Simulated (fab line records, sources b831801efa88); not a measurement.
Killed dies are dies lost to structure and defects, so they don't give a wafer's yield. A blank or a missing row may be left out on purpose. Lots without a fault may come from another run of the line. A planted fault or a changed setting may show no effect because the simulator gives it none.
Problem report in the 8D (eight disciplines) form, filled by code | flow gf180mcu | the parts of the form that need people (team, actions taken, sign-off) are left out

1. THE PROBLEM
cathode_dc_power_W at GF_M2_SPUTTER_01 reads a mean of 5810.2 W on 6 wafers of 2 lots; wafers without a fault read 6500.1 W with a standard deviation of 1.1. That is -99 or more standard deviations from the usual mean.
The step: material TiN, target thk 30 nm, time 25 s.
First seen on wafer L778.1, day 25 06:32, on pvd_sputter-02. The record holds 18 wafers of 6 lots with a number at this step. Rule for "out", or "out of limits": more than 4 standard deviations from the usual mean. The other wafers with a number count as sound.

2. WHAT IT IS AND WHAT IT IS NOT
question                    | is                     | is not
which readings at this step | cathode_dc_power_W     | throttle_valve_pct
which lots                  | L778, L779             | L758, L759, L760, L780
which wafers of those lots  | all that have a number | -
read on which tools         | pvd_sputter-02         | pvd_sputter-03
when                        | from day 25 06:32      | up to then (9 sound wafers); but 3 sound wafers of L780 came after

3. SUSPECTS, AND WHAT RULES EACH OUT
Counting: a tool at a process step up to the reading stays a suspect if it ran every lot that is out and no sound lot after the first of them.
- rie_diel-04 at GF_V1_ETCH_16 (etches BARC in N2/H2): ruled out as a lasting fault. Sound lots L780 ran on it after its first lot that is out, L778 (day 25 05:05).
- pvd_sputter-04 at GF_V1_SPUTTER_21 (material Ti, target thk 15 nm, time 80.02 s): kept. It ran every lot that is out, first L778 (day 25 05:45), and no sound lot after that; its last sound lot up to then is L760 (day 19 00:25).
- cvd_w-02 at GF_V1_CVD_23 (deposits W, target thk 350 nm, time 105.05 s): ruled out as a lasting fault. Sound lots L780 ran on it after its first lot that is out, L778 (day 25 05:51).
- cmp-01 at GF_V1_CMP_26 (polishes, stops on SiO2, t overpolish 15 s, target thk 0 nm): kept. It ran every lot that is out, first L778 (day 25 06:08), and no sound lot after that; its last sound lot up to then is L760 (day 19 00:49).
- pvd_sputter-02 at GF_M2_SPUTTER_01 (material TiN, target thk 30 nm, time 25 s): kept. It ran every lot that is out, first L778 (day 25 06:32), and no sound lot after that; its last sound lot up to then is L760 (day 19 01:13). Its own readings are out on those wafers: cathode_dc_power_W.
Left after counting: pvd_sputter-04 at GF_V1_SPUTTER_21, cmp-01 at GF_V1_CMP_26, pvd_sputter-02 at GF_M2_SPUTTER_01.

4. THE CAUSE (what the simulator had put in)
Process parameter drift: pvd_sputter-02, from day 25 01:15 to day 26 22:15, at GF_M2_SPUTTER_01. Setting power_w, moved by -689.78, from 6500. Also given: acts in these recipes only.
Counting left 3 suspects, and this tool is among them.

5. THE CHAIN OF EFFECTS, in route order
Each row: a reading whose mean over the struck wafers that have a number lies more than 3 standard deviations from the usual. Only readings for which the record gives a usual standard deviation are gone through. hours: the time from each lot's start at the first step in this table that gives one to its start at this step, as a median over the lots. sigmas: the change in usual standard deviations.
hours | step             | reading            | usual    | on struck wafers | change | sigmas
0     | GF_M2_SPUTTER_01 | cathode_dc_power_W | 6500.1 W | 5810.2           | -689.9 | -99 or more
The process steps in it:
- GF_M2_SPUTTER_01: material TiN, target thk 30 nm, time 25 s.

6. WHAT WOULD HAVE CAUGHT IT SOONER
In this record the first reading out of limits was taken at day 25 06:32, 5 hours after the fault began at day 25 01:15.
